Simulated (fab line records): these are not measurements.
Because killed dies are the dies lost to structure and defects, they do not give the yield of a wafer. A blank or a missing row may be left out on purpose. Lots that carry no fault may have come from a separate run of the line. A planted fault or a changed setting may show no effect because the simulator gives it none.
Comparing a struck lot with a sound one | flow sky130 | 22 steps out of a route of 708
Sound: the wafers L539.3, L539.5, L539.6. Wafers struck: L548.1, L548.2, L548.4. Last of all comes the cause.
At each step with rows: each side's tool, then ch and its chambers, then its first start. Under that, the readings that differ: sound wafers | struck wafers | difference of the means | sigmas: that difference in standard deviations of wafers without a fault.
alike: readings with means less than 2 such deviations apart, plus words and numbers identical on both sides. not compared: withheld readings, readings lacking a value on some wafer, bounds such as >300 that could conceal the same value, and numbers that have no deviation in the record and whose values overlap.
A row with sigmas, a row that says differs or no value, or rows on one side alone: a step with any of these is where the two part. Numbers that don't overlap but have no deviation are shown without sigmas and don't part them. A reading that every wafer of one side lacks parts them only if that side has two wafers or more.

SKY_POLY_GATE_THK_MEAS_21:
  sound on film metro-03, day 19 11:17; struck on film metro-03, day 22 23:52
  alike: POLY_GATE_OXIDATION_THK
SKY_POLY_GATE_CD_MEAS_22:
  sound on cd sem-01, day 19 11:23; struck on cd sem-02, day 22 23:56
  alike: cd nm
then, 7 steps without rows for these wafers: SKY_LDD_N_DEHYDRATE_00 (time 60 s); SKY_LDD_N_HMDS_01 (prime time 60 s); SKY_LDD_N_COAT_02 (resist thk 300 nm); SKY_LDD_N_SOFTBAKE_03 (time 60 s); SKY_LDD_N_EXPOSE_04 (exposes mask NTM, target cd 840 nm); SKY_LDD_N_PEB_05; SKY_LDD_N_DEVELOP_06 (develop time 60 s).
SKY_LDD_N_OVL_MEAS_07:
  sound on overlay-01, day 20 17:51; struck on overlay-01, day 24 05:50
  alike: LDD_N_OVL
then, 2 steps without rows for these wafers: SKY_LDD_N_IMPLANT_08; SKY_LDD_N_IMPLANT_09.
SKY_LDD_N_IMPLANT_10:
  sound on implanter-03 ch 0, day 20 18:13; struck on implanter-04 ch 0, day 24 06:10
  reading            | sound                         | struck                           | difference  | sigmas
  beam on s (s)      | 9.91 9.95 10.27               | 41.52 40.60 39.11                | +30.37      | +99 or more
  dose ions cm2      | 7.487e+13 7.491e+13 7.489e+13 | 3.9656e+14 3.9663e+14 3.9665e+14 | +3.2172e+14 | +99 or more
  faraday current uA | 426 426 410                   | 539 551 570                      | +133        | +15
then, 5 steps without rows for these wafers: SKY_LDD_N_IMPLANT_11; SKY_LDD_N_IMPLANT_12; SKY_LDD_N_IMPLANT_13; SKY_LDD_N_IMPLANT_14; SKY_LDD_N_IMPLANT_15.
SKY_LDD_N_STRIP_16: strips in O2/N2.
  sound on plasma asher-02 ch 0,1, day 20 19:06; struck on plasma asher-02 ch 0,1, day 24 07:04
  reading                      | sound             | struck            | difference | sigmas
  strip time to endpoint s (s) | 4.311 4.307 4.301 | 5.094 5.103 5.100 | +0.793     | +57
  alike: drypump motor current A, oes product au
  not compared: rf hours counter h
SKY_LDD_N_TW_MEAS_17:
  sound on film metro-01, day 20 19:11; struck on film metro-03, day 24 07:10
  reading  | sound          | struck         | difference | sigmas
  LDD_N_TW | 2555 2548 2564 | 2904 2905 2904 | +349       | +14
then, 1 step without rows for these wafers: SKY_LDD_P_DEHYDRATE_00 (time 60 s).
-- here the record skips 26 days between the struck wafers' starts before and after, leaving off in module LDD_P and picking up in module PAD_OPEN (first step shown: number 708 of the route) --
SKY_PAD_OPEN_PROBE_99:
  sound on prober-01, day 48 00:40; struck on prober-02, day 50 00:05
  reading                                     | sound               | struck               | difference | sigmas
  model.etest.tip n.rs ohm sq                 | 436.3 439.3 439.6   | 297.1 295.1 296.6    | -142.1     |
  model.etest.nfet_01v8.r on ohm um           | 807.2 825 826.4     | 756.8 767.4 762.8    | -57.2      |
  model.etest.nfet_01v8_turned.drive ua um    | 519.4 521.1 509.3   | 567.2 560.5 569.9    | +49.3      |
  model.etest.nfet_01v8_swapped.drive ua um   | 519.3 523.2 510.5   | 560.4 558.6 562      | +42.7      |
  model.etest.nfet_01v8_lvt.drive ua um       | 595.8 590.6 583.4   | 630.6 626.9 632.5    | +40.1      |
  model.etest.nfet_01v8.drive ua um           | 519.7 515.7 511.6   | 550 549 547.8        | +33        |
  model.etest.sram nfet pass.drive ua um      | 501.7 508.4 495.9   | 521.5 523.8 522.8    | +20.7      |
  model.etest.nfet_01v8_turned.off log10 a um | -13.38 -13.32 -13.4 | -13.03 -13.06 -12.88 | +0.38      |
  alike: killed_at_M0_to_M3, killed_at_M4_up, killed at contacts, killed at front end, killed at other, killed dies, killed open, killed short

WHERE THEY PART
Last at SKY_LDD_N_TW_MEAS_17 as far as this record goes, first at SKY_LDD_N_IMPLANT_10. Later steps at which nothing parts them and some readings are alike: SKY_PAD_OPEN_PROBE_99.

WHY: what the simulator had put in
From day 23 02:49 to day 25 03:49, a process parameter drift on implanter-04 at SKY_LDD_N_IMPLANT_10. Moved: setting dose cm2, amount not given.
